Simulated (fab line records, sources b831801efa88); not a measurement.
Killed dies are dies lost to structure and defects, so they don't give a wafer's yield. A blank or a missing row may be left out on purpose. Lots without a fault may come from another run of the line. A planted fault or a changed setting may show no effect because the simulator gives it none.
Which tool did it? | flow sky130 | 6 lots, 18 wafers sampled, at 2 steps of a route of 708

WHAT THE GAUGES READ, wafer by wafer
SKY_VIA2_THK_MEAS_01.
lot  | measured     | on            | VIA2_HDPCVD_THK (nm)
L137 | day 36 01:53 | film_metro-02 | 1160 1151 1167
L140 | day 36 22:17 | film_metro-01 | 1171 1179 1189
L144 | day 38 13:13 | film_metro-04 | 1197 1186 1174
L146 | day 39 02:47 | film_metro-02 | 1181 1173 1166
L149 | day 40 00:14 | film_metro-04 | 1168 1186 1184
L158 | day 42 21:12 | film_metro-01 | 1565 1581 1189

WHICH TOOL RAN EACH LOT (tool, then ch and the chambers of the sampled wafers, then the start)
lot  | SKY_VIA2_HDPCVD_00
L137 | hdpcvd-01 ch 0,1,2, day 36 01:45
L140 | hdpcvd-02 ch 0,1, day 36 22:08
L144 | hdpcvd-01 ch 0,1, day 38 13:05
L146 | hdpcvd-02 ch 0,1, day 39 02:39
L149 | hdpcvd-01 ch 0,1,2, day 40 00:06
L158 | hdpcvd-01 ch 0,1,2, day 42 21:07
- SKY_VIA2_HDPCVD_00: deposits SiO2, target thk 1180 nm, time 196.7 s.

THE ANSWER, worked out from the rows above alone
Rule: what is usual is taken from the lots themselves. Put in order of their means at a reading, lots are off if they are a third of the lots or fewer, leave a main group of 4 or more, and stand apart from it by a gap of 3 or more times the standard deviation of the main group's means; of several such gaps the widest counts. A main group whose means are all the same, to the digits that the tables above print for the reading, isn't used. A lot without any number at a reading at which 4 lots or more have one is off too. The other lots that the step has rows for count as sound.
Off: L158, at SKY_VIA2_THK_MEAS_01 (VIA2_HDPCVD_THK). The main group: mean 1175 nm, standard deviation 9.
A tool fits if, at a process step before that reading, it ran every lot that is off, and no sound lot after the first of them. The gauges at SKY_VIA2_THK_MEAS_01 are tried like those tools. Can't be told from this: 2 tools fit, hdpcvd-01 at SKY_VIA2_HDPCVD_00, film_metro-01 at SKY_VIA2_THK_MEAS_01.

WHAT THE SIMULATOR HAD PUT IN
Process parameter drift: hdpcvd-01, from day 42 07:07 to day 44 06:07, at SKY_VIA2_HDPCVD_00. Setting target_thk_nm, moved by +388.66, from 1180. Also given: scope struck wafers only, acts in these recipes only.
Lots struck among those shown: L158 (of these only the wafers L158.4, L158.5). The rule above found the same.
